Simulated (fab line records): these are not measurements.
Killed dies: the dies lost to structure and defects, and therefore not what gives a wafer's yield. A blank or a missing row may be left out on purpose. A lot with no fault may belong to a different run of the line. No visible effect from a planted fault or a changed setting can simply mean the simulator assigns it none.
fab line records + flow sky130
[record]
- lots = 12
- wafers = 36
- last-day = 50
route steps=708 shown POLY_GATE@231 LDD_P@264 LDD_HVP@285 PAD_OPEN@708
lots that met no fault: from a run of the same line without faults
start-h: start of the lot's first displayed wafer, in hours after the record's first day + wait-h: time in hours since the lot's previous step + " identical to the entry in the row above + L1.1+2: a row that stands for several wafers + - no value present, or no start provided + * or withheld: withheld + < > ~ a bound
route shown NAME@n: names a module that has steps shown in the file, with the first one's number in the route + usual: mean/standard deviation of fault-free wafers + same: alike in all rows + chamber/n: place in a boat + sites: the reading at each site + _std_site: the standard deviation of these + _edge_site: mean of outer sites minus mean of inner sites + radius-mm: how far each site lies from the wafer's centre + mask NAME#n: copy n + behind: the tool/chamber that last shaped the wafer + hold: what put the lot on hold/how long, in hours/how the hold closed + device: transistor that didn't switch, given as n, p or np + end of line: the tests these same wafers got at the end of their route + for a step that has no rows: nothing shown but its recipe + killed: count of dies lost to structure and defects at first sort (not the wafer's yield) + map: a wafer's dies, x killed, . not, _ none there
set.NAME: the run value of the setting; set.NAME@STEP: its run value at that earlier step + model.NAME: the simulator's own value behind a step, which no gauge read
one table for each step of the route and one row for each wafer, over a sample of lots
services: when a tool's chamber went out of use (start-h, in hours from the record's first day, below 0 if earlier), for how many hours, and the reason
[[steps]]
[step SKY_POLY_GATE_ETCH_17]
[recipe]
- target-depth-nm = 180
- stop-on = SiO2
- over-etch-frac = 0.56667
- chemistry = HBr/Cl2
- target = poly-Si
- icp-w = 400
- bias-w = 100
- pressure-mtorr = 10
- HBr_flow_sccm = 150
- Cl2_flow_sccm = 50
- time-s = 70.5
[usual]
- drypump-motor-current-A = 5.8/0.46
- oes-product-au = 0.990/0.0067
- rf-fwd-power-W = 396.9/1.6
- throttle-valve-pct = 33.684/0.0097
| lot.wafer | tool      | chamber | start-h | wait-h | drypump-motor-current-A | oes-product-au | rf-fwd-power-W | rf-hours-counter-h | throttle-valve-pct |
|-----------|-----------|---------|---------|--------|-------------------------|----------------|----------------|--------------------|--------------------|
| L851.2    | rie-si-01 | 3       | 376.48  | 0.0    | 5.7                     | 0.992          | 397.3          | 0                  | 33.671             |
| L851.3    | "         | 1       | "       | "      | 6.1                     | 0.981          | 396.1          | 2                  | 33.663             |
| L851.6    | "         | 1       | "       | "      | 6.1                     | 0.991          | 395.0          | -                  | 33.693             |
| L855.1    | rie-si-01 | 3       | 443.25  | 0.0    | 5.7                     | 0.992          | 397.4          | 1                  | 33.692             |
| L855.2    | "         | 0       | "       | "      | 5.1                     | 1.001          | 398.6          | 1                  | 33.670             |
| L855.6    | "         | 3       | "       | "      | 5.6                     | 0.985          | 396.4          | -                  | 33.673             |
| L857.1    | rie-si-02 | 2       | 462.44  | 0.1    | 5.0                     | 0.985          | 395.8          | 3                  | 33.688             |
| L857.2    | "         | 1       | "       | "      | 6.4                     | 0.999          | 396.8          | 0                  | 33.683             |
| L857.4    | "         | 3       | "       | "      | 6.0                     | 0.998          | 397.1          | 1                  | 33.682             |
| L860.2    | rie-si-02 | 3       | 468.23  | 0.0    | 6.0                     | 0.986          | 395.6          | 1                  | 33.678             |
| L860.3    | "         | 2       | "       | "      | 5.0                     | 0.987          | 395.2          | 3                  | 33.690             |
| L860.6    | "         | 1       | "       | "      | 6.4                     | 1.004          | 398.2          | -                  | 33.689             |
| L861.1    | rie-si-01 | 2       | 474.85  | 0.0    | 6.1                     | 0.991          | 398.0          | 0                  | 33.684             |
| L861.2    | "         | 0       | "       | "      | 5.2                     | 0.992          | 395.4          | 2                  | 33.679             |
| L861.3    | "         | 3       | "       | "      | 5.7                     | 1.008          | 397.0          | 1                  | 33.669             |
| L865.1    | rie-si-01 | 3       | 506.87  | 0.1    | 5.6                     | 0.973          | 396.0          | 1                  | 33.693             |
| L865.5    | "         | 1       | "       | "      | 6.1                     | 0.982          | 398.8          | -                  | 33.676             |
| L865.6    | "         | 0       | "       | "      | 5.2                     | 0.984          | 397.8          | -                  | 33.678             |
| L866.1    | rie-si-02 | 1       | 520.35  | 0.0    | 6.4                     | 0.995          | 399.1          | 0                  | 33.679             |
| L866.2    | "         | 3       | "       | "      | 6.0                     | 0.992          | 394.5          | 1                  | 33.676             |
| L866.4    | "         | 0       | "       | "      | 5.9                     | 0.995          | 395.3          | 34                 | 33.693             |
| L867.2    | rie-si-01 | 0       | 525.75  | 0.0    | 5.2                     | 0.989          | 397.4          | 2                  | 33.691             |
| L867.4    | "         | 2       | "       | "      | 6.1                     | 0.990          | 395.8          | 0                  | 33.674             |
| L867.6    | "         | 2       | "       | "      | 6.1                     | 0.990          | 396.9          | -                  | 33.687             |
| L870.1    | rie-si-02 | 1       | 545.68  | 0.0    | 6.4                     | 0.999          | 397.4          | 0                  | 33.679             |
| L870.2    | "         | 3       | "       | "      | 6.0                     | 0.993          | 396.7          | 1                  | 33.702             |
| L870.3    | "         | 2       | "       | "      | 5.0                     | 0.983          | 399.6          | 4                  | 33.679             |
| L871.1    | rie-si-01 | 2       | 554.05  | 0.0    | 6.1                     | 0.982          | 400.0          | 1                  | 33.694             |
| L871.4    | "         | 1       | "       | "      | 6.1                     | 0.983          | 399.8          | -                  | 33.679             |
| L871.5    | "         | 0       | "       | "      | 5.2                     | 0.979          | 394.3          | -                  | 33.690             |
| L872.2    | rie-si-02 | 3       | 563.88  | 0.0    | 5.9                     | 0.995          | 396.2          | 2                  | 33.681             |
| L872.4    | "         | 0       | "       | "      | 5.9                     | 0.987          | 394.7          | 34                 | 33.672             |
| L872.5    | "         | 3       | "       | "      | 5.9                     | 0.990          | 395.2          | -                  | 33.696             |
| L873.3    | rie-si-01 | 1       | 568.73  | 0.0    | 6.1                     | 0.986          | 398.3          | 3                  | 33.692             |
| L873.4    | "         | 0       | "       | "      | 5.1                     | 0.990          | 398.0          | 2                  | 33.682             |
| L873.6    | "         | 0       | "       | "      | 5.1                     | 0.991          | 398.3          | -                  | 33.693             |
[step SKY_POLY_GATE_THK_MEAS_21]
[recipe]
- reads = SiO2_of_POLY_GATE_OXIDATION_20
[usual]
- POLY_GATE_OXIDATION_THK = 4.01/0.095
| lot.wafer | tool          | chamber | start-h | wait-h | POLY_GATE_OXIDATION_THK[nm] |
|-----------|---------------|---------|---------|--------|-----------------------------|
| L851.2    | film-metro-01 | -       | 380.76  | 0.0    | 4.15                        |
| L851.3    | "             | -       | "       | "      | 4.15                        |
| L851.6    | "             | -       | "       | "      | 4.14                        |
| L855.1    | film-metro-02 | -       | 444.73  | 0.0    | 3.78                        |
| L855.2    | "             | -       | "       | "      | 3.79                        |
| L855.6    | "             | -       | "       | "      | 3.75                        |
| L857.1    | film-metro-02 | -       | 463.89  | 0.0    | 4.09                        |
| L857.2    | "             | -       | "       | "      | 3.99                        |
| L857.4    | "             | -       | "       | "      | 4.01                        |
| L860.2    | film-metro-01 | -       | 470.76  | 0.0    | 3.97                        |
| L860.3    | "             | -       | "       | "      | 3.88                        |
| L860.6    | "             | -       | "       | "      | 3.98                        |
| L861.1    | film-metro-02 | -       | 476.30  | 0.0    | 4.08                        |
| L861.2    | "             | -       | "       | "      | 4.13                        |
| L861.3    | "             | -       | "       | "      | 4.07                        |
| L865.1    | film-metro-04 | -       | 508.32  | 0.0    | 3.91                        |
| L865.5    | "             | -       | "       | "      | 3.96                        |
| L865.6    | "             | -       | "       | "      | 4.00                        |
| L866.1    | film-metro-02 | -       | 521.80  | 0.0    | 3.84                        |
| L866.2    | "             | -       | "       | "      | 3.84                        |
| L866.4    | "             | -       | "       | "      | 3.83                        |
| L867.2    | film-metro-01 | -       | 527.27  | 0.0    | 3.93                        |
| L867.4    | "             | -       | "       | "      | 3.91                        |
| L867.6    | "             | -       | "       | "      | 3.97                        |
| L870.1    | film-metro-02 | -       | 547.14  | 0.0    | 4.05                        |
| L870.2    | "             | -       | "       | "      | 3.99                        |
| L870.3    | "             | -       | "       | "      | 4.08                        |
| L871.1    | film-metro-01 | -       | 555.50  | 0.0    | 4.11                        |
| L871.4    | "             | -       | "       | "      | 4.06                        |
| L871.5    | "             | -       | "       | "      | 4.05                        |
| L872.2    | film-metro-04 | -       | 565.34  | 0.0    | 4.14                        |
| L872.4    | "             | -       | "       | "      | 4.12                        |
| L872.5    | "             | -       | "       | "      | 4.08                        |
| L873.3    | film-metro-04 | -       | 570.20  | 0.0    | 3.91                        |
| L873.4    | "             | -       | "       | "      | 3.98                        |
| L873.6    | "             | -       | "       | "      | 3.90                        |
[step SKY_LDD_P_IMPLANT_09]
[recipe]
- species = BF2
- energy-kev = 25
- dose-cm2 = 1e+13
- tilt-deg = withheld
[usual]
- dose-ions-cm2 = 9.999e+12/9.3e+09
- faraday-current-uA = 56.6/1.1
| lot.wafer | tool         | chamber | start-h | wait-h | dose-ions-cm2 | faraday-current-uA |
|-----------|--------------|---------|---------|--------|---------------|--------------------|
| L851.2    | implanter-03 | 0       | 441.19  | 0.0    | 1.0013e+13    | 55.4               |
| L851.3    | "            | 0       | "       | "      | 1.0008e+13    | 58.0               |
| L851.6    | "            | 0       | "       | "      | 1.0007e+13    | 56.8               |
| L855.1    | implanter-03 | 0       | 508.00  | 0.0    | 9.981e+12     | 57.7               |
| L855.2    | "            | 0       | "       | "      | 9.991e+12     | 57.0               |
| L855.6    | "            | 0       | "       | "      | 9.985e+12     | 58.2               |
| L857.1    | implanter-03 | 0       | 526.67  | 0.0    | 1.0713e+13    | 59.9               |
| L857.2    | "            | 0       | "       | "      | 1.0736e+13    | 58.4               |
| L857.4    | "            | 0       | "       | "      | 1.073e+13     | 57.5               |
| L860.2    | implanter-03 | 0       | 532.54  | 0.0    | 1.0732e+13    | 60.5               |
| L860.3    | "            | 0       | "       | "      | 1.0741e+13    | 61.9               |
| L860.6    | "            | 0       | "       | "      | 1.0731e+13    | 61.4               |
| L861.1    | implanter-03 | 0       | 539.12  | 0.0    | 1.073e+13     | 60.6               |
| L861.2    | "            | 0       | "       | "      | 1.073e+13     | 61.6               |
| L861.3    | "            | 0       | "       | "      | 1.0733e+13    | 61.9               |
| L865.1    | implanter-04 | 0       | 569.43  | 0.0    | 1.0009e+13    | 56.9               |
| L865.5    | "            | 0       | "       | "      | 1.0008e+13    | 54.0               |
| L865.6    | "            | 0       | "       | "      | 1e+13         | 59.2               |
| L866.1    | implanter-02 | 0       | 582.90  | 0.0    | 9.99e+12      | 57.5               |
| L866.2    | "            | 0       | "       | "      | 9.981e+12     | 57.3               |
| L866.4    | "            | 0       | "       | "      | 1.0001e+13    | 55.7               |
| L867.2    | implanter-02 | 0       | 588.21  | 0.0    | 9.999e+12     | 56.2               |
| L867.4    | "            | 0       | "       | "      | 1.0006e+13    | 56.3               |
| L867.6    | "            | 0       | "       | "      | 1e+13         | 56.8               |
| L870.1    | implanter-02 | 0       | 606.85  | 0.0    | 9.999e+12     | 56.4               |
| L870.2    | "            | 0       | "       | "      | 9.992e+12     | 57.4               |
| L870.3    | "            | 0       | "       | "      | 9.991e+12     | 54.6               |
| L871.1    | implanter-03 | 0       | 616.13  | 0.0    | 1.0024e+13    | 57.7               |
| L871.4    | "            | 0       | "       | "      | 1.0013e+13    | 56.3               |
| L871.5    | "            | 0       | "       | "      | 1.0019e+13    | 56.8               |
| L872.2    | implanter-04 | 0       | 625.04  | 0.0    | 9.987e+12     | 58.3               |
| L872.4    | "            | 0       | "       | "      | 1.0012e+13    | 55.7               |
| L872.5    | "            | 0       | "       | "      | 9.981e+12     | 57.1               |
| L873.3    | implanter-03 | 0       | 630.38  | 0.1    | 1.0008e+13    | 57.5               |
| L873.4    | "            | 0       | "       | "      | 1.0011e+13    | 56.8               |
| L873.6    | "            | 0       | "       | "      | 9.991e+12     | 57.5               |
[step SKY_LDD_P_TW_MEAS_11]
[usual]
- LDD_P_TW = 631/3.6
| lot.wafer | tool          | chamber | start-h | wait-h | LDD_P_TW |
|-----------|---------------|---------|---------|--------|----------|
| L851.2    | film-metro-02 | -       | 441.43  | 0.1    | 634      |
| L851.3    | "             | -       | "       | "      | 632      |
| L851.6    | "             | -       | "       | "      | 634      |
| L855.1    | film-metro-02 | -       | 508.25  | 0.1    | 632      |
| L855.2    | "             | -       | "       | "      | 632      |
| L855.6    | "             | -       | "       | "      | 633      |
| L857.1    | film-metro-02 | -       | 526.92  | 0.1    | 647      |
| L857.2    | "             | -       | "       | "      | 651      |
| L857.4    | "             | -       | "       | "      | 648      |
| L860.2    | film-metro-02 | -       | 532.78  | 0.1    | 641      |
| L860.3    | "             | -       | "       | "      | 642      |
| L860.6    | "             | -       | "       | "      | 644      |
| L861.1    | film-metro-02 | -       | 539.37  | 0.1    | 645      |
| L861.2    | "             | -       | "       | "      | 648      |
| L861.3    | "             | -       | "       | "      | 643      |
| L865.1    | film-metro-02 | -       | 569.68  | 0.1    | 634      |
| L865.5    | "             | -       | "       | "      | 638      |
| L865.6    | "             | -       | "       | "      | 639      |
| L866.1    | film-metro-03 | -       | 583.15  | 0.1    | 629      |
| L866.2    | "             | -       | "       | "      | 626      |
| L866.4    | "             | -       | "       | "      | 628      |
| L867.2    | film-metro-04 | -       | 588.44  | 0.1    | 635      |
| L867.4    | "             | -       | "       | "      | 640      |
| L867.6    | "             | -       | "       | "      | 634      |
| L870.1    | film-metro-03 | -       | 607.10  | 0.1    | 632      |
| L870.2    | "             | -       | "       | "      | 632      |
| L870.3    | "             | -       | "       | "      | 633      |
| L871.1    | film-metro-03 | -       | 616.38  | 0.1    | 630      |
| L871.4    | "             | -       | "       | "      | 628      |
| L871.5    | "             | -       | "       | "      | 629      |
| L872.2    | film-metro-03 | -       | 625.28  | 0.1    | 625      |
| L872.4    | "             | -       | "       | "      | 627      |
| L872.5    | "             | -       | "       | "      | 627      |
| L873.3    | film-metro-02 | -       | 630.61  | 0.1    | 630      |
| L873.4    | "             | -       | "       | "      | 630      |
| L873.6    | "             | -       | "       | "      | 634      |
[step SKY_LDD_HVP_OVL_MEAS_07]
[usual]
- LDD_HVP_OVL = 0.2/1.5
| lot.wafer | tool       | chamber | start-h | wait-h | LDD_HVP_OVL[nm] |
|-----------|------------|---------|---------|--------|-----------------|
| L851.2    | overlay-02 | -       | 503.52  | 0.1    | 0.4             |
| L851.3    | "          | -       | "       | "      | -0.6            |
| L851.6    | "          | -       | "       | "      | 0.6             |
| L855.1    | overlay-02 | -       | 568.69  | 0.1    | 2.7             |
| L855.2    | "          | -       | "       | "      | 0.4             |
| L855.6    | "          | -       | "       | "      | 2.0             |
| L857.1    | overlay-01 | -       | 587.39  | 0.1    | 1.2             |
| L857.2    | "          | -       | "       | "      | 2.2             |
| L857.4    | "          | -       | "       | "      | 0.3             |
| L860.2    | overlay-01 | -       | 592.07  | 0.1    | 0.3             |
| L860.3    | "          | -       | "       | "      | -0.4            |
| L860.6    | "          | -       | "       | "      | -0.1            |
| L861.1    | overlay-01 | -       | 598.84  | 0.1    | 0.1             |
| L861.2    | "          | -       | "       | "      | -0.1            |
| L861.3    | "          | -       | "       | "      | -1.3            |
| L865.1    | overlay-01 | -       | 628.34  | 0.1    | 0.4             |
| L865.5    | "          | -       | "       | "      | 0.0             |
| L865.6    | "          | -       | "       | "      | -1.0            |
| L866.1    | overlay-01 | -       | 641.61  | 0.1    | 0.6             |
| L866.2    | "          | -       | "       | "      | -0.7            |
| L866.4    | "          | -       | "       | "      | -1.2            |
| L867.2    | overlay-01 | -       | 647.14  | 0.1    | 1.3             |
| L867.4    | "          | -       | "       | "      | 0.6             |
| L867.6    | "          | -       | "       | "      | 1.5             |
| L870.1    | overlay-02 | -       | 664.49  | 0.1    | -0.9            |
| L870.2    | "          | -       | "       | "      | 0.9             |
| L870.3    | "          | -       | "       | "      | 2.7             |
| L871.1    | overlay-01 | -       | 673.84  | 0.1    | 2.1             |
| L871.4    | "          | -       | "       | "      | 2.5             |
| L871.5    | "          | -       | "       | "      | 2.6             |
| L872.2    | overlay-02 | -       | 681.09  | 0.1    | -0.4            |
| L872.4    | "          | -       | "       | "      | 1.7             |
| L872.5    | "          | -       | "       | "      | 1.8             |
| L873.3    | overlay-02 | -       | 686.95  | 0.1    | 1.4             |
| L873.4    | "          | -       | "       | "      | 2.8             |
| L873.6    | "          | -       | "       | "      | 1.1             |
[step SKY_PAD_OPEN_PROBE_99]
[usual]
- killed_at_M0_to_M3 = 44/6
- killed_at_M4_up = 3.3/2.1
- killed-at-contacts = 25/5.5
- killed-at-front-end = 15/4.3
- killed-at-other = 0.2/0.41
- killed-dies = 88/9.1
- killed-open = 48/6.6
- killed-short = 39/6.7
[same]
- gross-dies = 492
- killed-at-back-side = 0
| lot.wafer | tool      | chamber | start-h | wait-h | killed_at_M0_to_M3 | killed_at_M4_up | killed-at-contacts | killed-at-front-end | killed-at-other | killed-dies | killed-open | killed-short |
|-----------|-----------|---------|---------|--------|--------------------|-----------------|--------------------|---------------------|-----------------|-------------|-------------|--------------|
| L867.2    | prober-01 | -       | 1182.56 | 0.1    | 52                 | 4               | 28                 | 16                  | 0               | 100         | 56          | 42           |
| L867.4    | prober-01 | -       | 1182.66 | 0.2    | 50                 | 0               | 17                 | 16                  | 1               | 84          | 43          | 40           |
| L867.6    | prober-01 | -       | 1182.76 | 0.2    | 42                 | 6               | 24                 | 12                  | 0               | 84          | 41          | 42           |
// killed by level:class
L867.2 CONTACT:geometric-particle:open=19 VIA1:geometric-particle:open=13 VIA3:geometric-particle:open=7 METAL3:geometric-particle:short=6 METAL1:geometric-particle:short=6 LI_CONTACT:geometric-particle:open=5 FIELD_ISO:geometric-particle:short=4 VIA2:geometric-particle:open=4
L867.4 VIA1:geometric-particle:open=13 METAL2:geometric-particle:short=10 CONTACT:geometric-particle:open=6 FIELD_ISO:geometric-particle:open=5 VIA2:geometric-particle:open=5 LI_CONTACT:geometric-particle:short=4 LI_CONTACT:geometric-particle:open=4 VIA1:geometric-particle:short=4
L867.6 CONTACT:geometric-particle:open=9 VIA2:geometric-particle:open=8 CONTACT:geometric-particle:short=7 VIA1:geometric-particle:short=6 VIA1:geometric-particle:open=6 METAL1:geometric-particle:short=5 VIA3:geometric-particle:open=5 LI_CONTACT:geometric-particle:short=4
[[services]]
| tool         | chamber | start-h | hours | kind           |
|--------------|---------|---------|-------|----------------|
| implanter-02 | -       | 354.32  | 3.8   | pm             |
| rie-si-02    | 3       | 386.26  | 5.4   | repair         |
| rie-si-02    | 1       | 431.32  | -     | clean          |
| rie-si-02    | 1       | 431.32  | 29.3  | scheduled-down |
| rie-si-02    | 1       | 431.32  | 29.3  | vent-cycle     |
| rie-si-01    | 2       | 434.82  | -     | clean          |
| rie-si-01    | 2       | 434.82  | 15.9  | scheduled-down |
| rie-si-01    | 2       | 434.82  | 15.9  | vent-cycle     |
| implanter-02 | -       | 436.30  | 0.7   | repair         |
| rie-si-01    | 1       | 440.49  | 7.6   | repair         |
| implanter-02 | -       | 461.70  | 1.5   | pm             |
| rie-si-01    | 3       | 545.51  | 10.1  | repair         |
| implanter-03 | -       | 550.34  | 4.4   | pm             |
| rie-si-01    | 3       | 564.16  | 1.0   | repair         |
| implanter-02 | -       | 568.68  | 1.0   | repair         |
| rie-si-02    | 2       | 581.85  | 7.4   | repair         |
| rie-si-01    | 2       | 585.55  | 9.3   | repair         |
| rie-si-01    | 1       | 590.21  | 1.1   | repair         |
| implanter-04 | -       | 592.75  | 2.4   | repair         |
| rie-si-02    | 0       | 607.79  | 5.9   | repair         |
| rie-si-02    | 0       | 613.66  | -     | clean          |
| rie-si-02    | 0       | 613.66  | 18.4  | scheduled-down |
| rie-si-02    | 0       | 613.66  | 18.4  | vent-cycle     |
| implanter-02 | -       | 623.79  | 3.9   | repair         |
[[key]]
[first-sign]
- step = SKY_LDD_P_IMPLANT_09
- reading = dose-ions-cm2
- direction = up
- sigmas = 79
- usual = *
- struck = *
[effect]
- step = SKY_LDD_P_IMPLANT_09
- reading = faraday-current-uA
- direction = up
- sigmas = 3.6
- usual = 56.6
- struck = 60.4
[effect]
- step = SKY_LDD_P_TW_MEAS_11
- reading = LDD_P_TW
- direction = up
- sigmas = 4
- usual = 631
- struck = 645
met-at SKY_LDD_P_IMPLANT_09
struck-lots L857,L860,L861
tester-left-out L857,L860,L861
not-acting-at SKY_POLY_GATE_ETCH_17,SKY_POLY_GATE_THK_MEAS_21,SKY_LDD_HVP_OVL_MEAS_07
onset-between 508.00 526.67
[fault]
- kind = process-parameter-drift
- tool = implanter-03
- chamber = -
- onset-h = 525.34
- steps = SKY_LDD_P_IMPLANT_09
- channel = dose-cm2
- offset = *
- shape = step
- end-h = 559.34
- acts-in = *
- stated = *
// tester-left-out: of these lots the tester's yield and bins aren't shown, on N5 and GAA mostly nor the transistor test; their killed dies are dies lost to structure and defects alone, not to doping, threshold or leakage, so they don't give the yield
